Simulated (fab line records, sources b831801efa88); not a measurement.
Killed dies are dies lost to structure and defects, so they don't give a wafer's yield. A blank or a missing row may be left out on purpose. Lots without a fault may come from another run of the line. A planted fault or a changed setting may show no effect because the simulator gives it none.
One fault seen from 2 desks | flow gf180mcu | each desk has only its own numbers; what lay behind them comes last

THE METROLOGY DESK
What the gauges read, lot by lot, whatever tool the lot ran on: means of the sampled wafers that have a number. A lot is out of limits, marked OUT, if its mean lies more than 4 standard deviations from the usual mean; the brackets give that distance.
Columns: A = cd_nm at GF_V5_CD_MEAS_14, usual 260.2 nm
lot  | first seen here | A
L484 | day 27 00:51    | 260.8
L485 | day 27 08:57    | 259.4
L486 | day 27 16:04    | 261.8
L487 | day 28 03:52    | 258.2
L488 | day 28 13:14    | 259.4
L495 | day 30 14:43    | 260.3
L496 | day 30 20:18    | 260.3
L498 | day 31 10:07    | 261.3
L500 | day 31 20:52    | 260.7
L502 | day 32 08:13    | 258.9
L505 | day 33 13:29    | 260.5
This desk's finding: nothing out of limits on any of the 11 lots.

THE TOOL OWNER'S DESK: pvd_sputter-04
The tool's own readings at GF_TOP_METAL_SPUTTER_01 (material TiN, target thk 30 nm, time 25 s): means of the sampled wafers that have a number, for each lot that ran on this tool. A lot is out of limits, marked OUT, if its mean lies more than 4 standard deviations from the usual mean; the brackets give that distance.
Columns: A = cathode_dc_power_W at GF_TOP_METAL_SPUTTER_01, usual 6500.1 W; B = throttle_valve_pct at GF_TOP_METAL_SPUTTER_01, usual 30.3 %
lot  | first seen here | A                        | B
L486 | day 27 17:39    | 6500.2                   | 31.1
L488 | day 28 14:52    | 6500.7                   | 30.7
L495 | day 30 16:21    | 4461.4 (-99 or more) OUT | 30.5
L498 | day 31 11:45    | 4459.7 (-99 or more) OUT | 30.8
This desk's finding: out of limits on L495, L498; first on L495, day 30 16:21 (cathode_dc_power_W at GF_TOP_METAL_SPUTTER_01). In limits: L486, L488.

PUT TOGETHER
The tool owner's desk could have raised an alarm at day 30 16:21, on L495, L498.
The metrology desk saw nothing out of limits.
The metrology desk has L495, L498 on record, within its limits.
Of the lots named, all ran GF_TOP_METAL_SPUTTER_01 on pvd_sputter-04.

WHAT THE SIMULATOR HAD PUT IN
Process parameter drift: pvd_sputter-04, from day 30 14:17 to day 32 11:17, at GF_TOP_METAL_SPUTTER_01. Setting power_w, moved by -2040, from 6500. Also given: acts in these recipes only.
Lots struck among those shown: L495, L498.
Hours from the fault's start to each desk's first reading out of limits: the tool owner's desk, 2.
